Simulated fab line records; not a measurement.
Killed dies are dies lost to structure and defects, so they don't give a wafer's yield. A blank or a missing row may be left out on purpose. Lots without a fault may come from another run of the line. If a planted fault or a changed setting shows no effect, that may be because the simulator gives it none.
Matching of chambers ; flow sky130 ; 4 sister chambers for SKY_SPACER_ETCHBACK_02 on rieDiel-01
The step etches Si3N4 in CH3F/O2, stops on SiO2, time 46.7 s, target depth 45 nm. 14 wafers are shown with their chamber, then 7 later ones without.

WAFERS PAIRED WITH THEIR CHAMBERS
wafer;chamber;drypumpMotorCurrentA (A);rfFwdPowerW (W);throttleValvePct (%)
L075.2;0;6.2;396.6;10.557
L075.3;1;6.2;393.5;10.567
L075.6;2;5.3;397.9;10.558
L082.2;1;6.1;395.1;10.559
L082.5;0;6.2;394.5;10.568
L082.6;1;6.1;393.7;10.550
L089.3;3;6.0;398.1;10.561
L089.4;1;6.1;395.7;10.559
L089.5;2;5.3;398.9;10.560
L091.1;2;5.3;398.2;10.569
L091.3;3;6.0;395.5;10.573
L091.6;0;6.2;396.4;10.553
L092.2;2;5.3;397.9;10.566
L092.3;0;6.2;396.5;10.569

SIGNATURES (means of the wafers above)
reading;chamber 0;chamber 1;chamber 2;chamber 3;scatter within a chamber
drypumpMotorCurrentA;6.200;6.125;5.300;6.000;0.0274
rfFwdPowerW;396.000;394.500;398.225;396.800;1.03
throttleValvePct;10.56175;10.55875;10.56325;10.56700;0.00697
Rule: distance of a wafer from a chamber = root of the sum over the readings of ((wafer's reading minus chamber's mean) / reading's scatter) squared. If the next closest chamber is less than 2 further off than the closest, the wafer can't be placed; otherwise it belongs to the closest. The scatter: the root of (the sum of the squares of (reading less its chamber's mean) over the shown wafers, divided by (wafers less chambers)).

WAFERS WITHOUT THEIR CHAMBER
wafer;drypumpMotorCurrentA (A);rfFwdPowerW (W);throttleValvePct (%)
L092.4;6.0;397.2;10.568
L096.1;5.3;397.8;10.551
L096.3;6.2;396.8;10.561
L096.4;6.2;394.7;10.576
L097.1;6.0;396.8;10.577
L097.3;6.2;396.8;10.567
L097.4;6.1;396.5;10.548

THE CHAMBER EACH PASSED THROUGH
wafer;from the rows above;in truth
L092.4;3;3
L096.1;2;2
L096.3;0;0
L096.4;can't be placed: 0 or 1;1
L097.1;3;3
L097.3;0;0
L097.4;can't be placed: 1 or 0 or 3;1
Correctly placed: 5 of 7. Not placeable from these rows: 2 (in 2, the candidates include the true chamber). 0 placed wrongly.
